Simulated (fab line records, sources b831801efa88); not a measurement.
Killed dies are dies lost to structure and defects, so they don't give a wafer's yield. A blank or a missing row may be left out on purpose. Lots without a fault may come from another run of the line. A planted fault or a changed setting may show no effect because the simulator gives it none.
Tool commonality check | flow sky130 | 10 lots, 30 wafers sampled

WHY IT WAS OPENED
At SKY_SD_P_TW_MEAS_11 the reading SD_P_TW is flagged on 2 of 10 lots. Wafers without a fault read 2817, standard deviation 20.
Rule: a lot is flagged when every wafer of it that has a number lies more than 4 standard deviations from that mean, or none has a number. The other lots count as sound.

lot  | measured     | on            | SD_P_TW, wafer by wafer | flag
L108 | day 25 23:22 | film_metro-02 | 2817 2832 2827          |
L109 | day 26 12:53 | film_metro-03 | 2797 2799 2817          |
L111 | day 27 06:11 | film_metro-02 | 2810 2799 2810          |
L112 | day 27 09:23 | film_metro-03 | 2777 2793 2803          |
L114 | day 28 06:30 | film_metro-01 | 2834 2864 2853          |
L115 | day 28 15:57 | film_metro-01 | 2846 2836 2851          |
L118 | day 29 18:00 | film_metro-02 | 2817 2805 2811          |
L121 | day 31 10:47 | film_metro-01 | 2914 2920 2907          | FLAGGED
L126 | day 32 13:58 | film_metro-03 | 2906 2904 2915          | FLAGGED
L128 | day 32 21:33 | film_metro-01 | 2822 2838 2824          |
The numbers of the flagged lots are 2911 on average: +94 against the usual, or +5 standard deviations.

WHICH TOOL RAN EACH LOT
The record holds 4 process steps before the reading, out of a route of 708 steps. In each cell: the tool, then ch and the chambers that the sampled wafers went through, then the start.
lot  | flag    | SKY_LDD_HVP_STRIP_09                 | SKY_LDD_LDN_STRIP_12                 | SKY_SD_P_IMPLANT_09             | SKY_SD_P_STRIP_10
L108 |         | plasma_asher-01 ch 0,1, day 22 03:04 | plasma_asher-04 ch 0,1, day 23 09:53 | implanter-04 ch 0, day 25 23:08 | plasma_asher-03 ch 0,1, day 25 23:16
L109 |         | plasma_asher-04 ch 0,1, day 22 16:26 | plasma_asher-04 ch 0,1, day 23 23:45 | implanter-01 ch 0, day 26 12:40 | plasma_asher-03 ch 0,1, day 26 12:48
L111 |         | plasma_asher-02 ch 0,1, day 23 11:29 | plasma_asher-03 ch 0,1, day 24 17:39 | implanter-03 ch 0, day 27 05:58 | plasma_asher-04 ch 0,1, day 27 06:06
L112 |         | plasma_asher-01 ch 0,1, day 23 14:43 | plasma_asher-03 ch 0,1, day 24 20:50 | implanter-01 ch 0, day 27 09:08 | plasma_asher-03 ch 1, day 27 09:17
L114 |         | plasma_asher-01 ch 0,1, day 24 12:13 | plasma_asher-04 ch 0,1, day 25 18:58 | implanter-04 ch 0, day 28 06:17 | plasma_asher-04 ch 0,1, day 28 06:25
L115 |         | plasma_asher-04 ch 0,1, day 24 21:07 | plasma_asher-03 ch 0,1, day 26 03:13 | implanter-04 ch 0, day 28 15:42 | plasma_asher-01 ch 0,1, day 28 15:51
L118 |         | plasma_asher-01 ch 0,1, day 26 01:26 | plasma_asher-03 ch 0,1, day 27 07:02 | implanter-01 ch 0, day 29 17:45 | plasma_asher-01 ch 0,1, day 29 17:54
L121 | FLAGGED | plasma_asher-04 ch 0,1, day 27 19:25 | plasma_asher-03 ch 0,1, day 29 00:23 | implanter-01 ch 0, day 31 10:32 | plasma_asher-03 ch 0,1, day 31 10:41
L126 | FLAGGED | plasma_asher-02 ch 0,1, day 29 00:31 | plasma_asher-03 ch 0,1, day 30 05:34 | implanter-01 ch 0, day 32 13:45 | plasma_asher-04 ch 0,1, day 32 13:53
L128 |         | plasma_asher-01 ch 0,1, day 29 08:56 | plasma_asher-02 ch 0,1, day 30 13:01 | implanter-03 ch 0, day 32 21:20 | plasma_asher-04 ch 0,1, day 32 21:28
What these steps do:
- SKY_LDD_HVP_STRIP_09: strips in O2/N2.
- SKY_LDD_LDN_STRIP_12: strips in O2/N2.
- SKY_SD_P_IMPLANT_09
- SKY_SD_P_STRIP_10: strips in O2/N2.
- SKY_SD_P_TW_MEAS_11

FLAGGED OVER TOTAL, TOOL BY TOOL (the gauges that took the reading come last)
step                 | tool            | lots run | flagged | share of the flagged lots | sound lots run after its first flagged lot
SKY_LDD_HVP_STRIP_09 | plasma_asher-01 | 5        | 0       | none                      | -
SKY_LDD_HVP_STRIP_09 | plasma_asher-02 | 2        | 1       | some                      | 0
SKY_LDD_HVP_STRIP_09 | plasma_asher-04 | 3        | 1       | some                      | 0
SKY_LDD_LDN_STRIP_12 | plasma_asher-02 | 1        | 0       | none                      | -
SKY_LDD_LDN_STRIP_12 | plasma_asher-03 | 6        | 2       | all                       | 0
SKY_LDD_LDN_STRIP_12 | plasma_asher-04 | 3        | 0       | none                      | -
SKY_SD_P_IMPLANT_09  | implanter-01    | 5        | 2       | all                       | 0
SKY_SD_P_IMPLANT_09  | implanter-03    | 2        | 0       | none                      | -
SKY_SD_P_IMPLANT_09  | implanter-04    | 3        | 0       | none                      | -
SKY_SD_P_STRIP_10    | plasma_asher-01 | 2        | 0       | none                      | -
SKY_SD_P_STRIP_10    | plasma_asher-03 | 4        | 1       | some                      | 0
SKY_SD_P_STRIP_10    | plasma_asher-04 | 4        | 1       | some                      | 1 (L128)
SKY_SD_P_TW_MEAS_11  | film_metro-01   | 4        | 1       | some                      | 1 (L128)
SKY_SD_P_TW_MEAS_11  | film_metro-02   | 3        | 0       | none                      | -
SKY_SD_P_TW_MEAS_11  | film_metro-03   | 3        | 1       | some                      | 0

WHAT THE TABLE ALLOWS
2 rows of the table ran every flagged lot: plasma_asher-03 at SKY_LDD_LDN_STRIP_12, implanter-01 at SKY_SD_P_IMPLANT_09.
- plasma_asher-03 at SKY_LDD_LDN_STRIP_12: 2 of its 6 lots flagged. Its last sound lot is L118 (day 27 07:02), its first flagged lot L121 (day 29 00:23): a fault that began between those two fits.
- implanter-01 at SKY_SD_P_IMPLANT_09: 2 of its 5 lots flagged. Its last sound lot is L118 (day 29 17:45), its first flagged lot L121 (day 31 10:32): a fault that began between those two fits. Its own readings lie more than 4 standard deviations out on every wafer of the flagged lots: dose_ions_cm2.
Counting lots can't tell these 2 tools apart, because each fits a fault that began at some hour. More lots, or a look at what each step does to the wafer, might.

WHAT THE SIMULATOR HAD PUT IN
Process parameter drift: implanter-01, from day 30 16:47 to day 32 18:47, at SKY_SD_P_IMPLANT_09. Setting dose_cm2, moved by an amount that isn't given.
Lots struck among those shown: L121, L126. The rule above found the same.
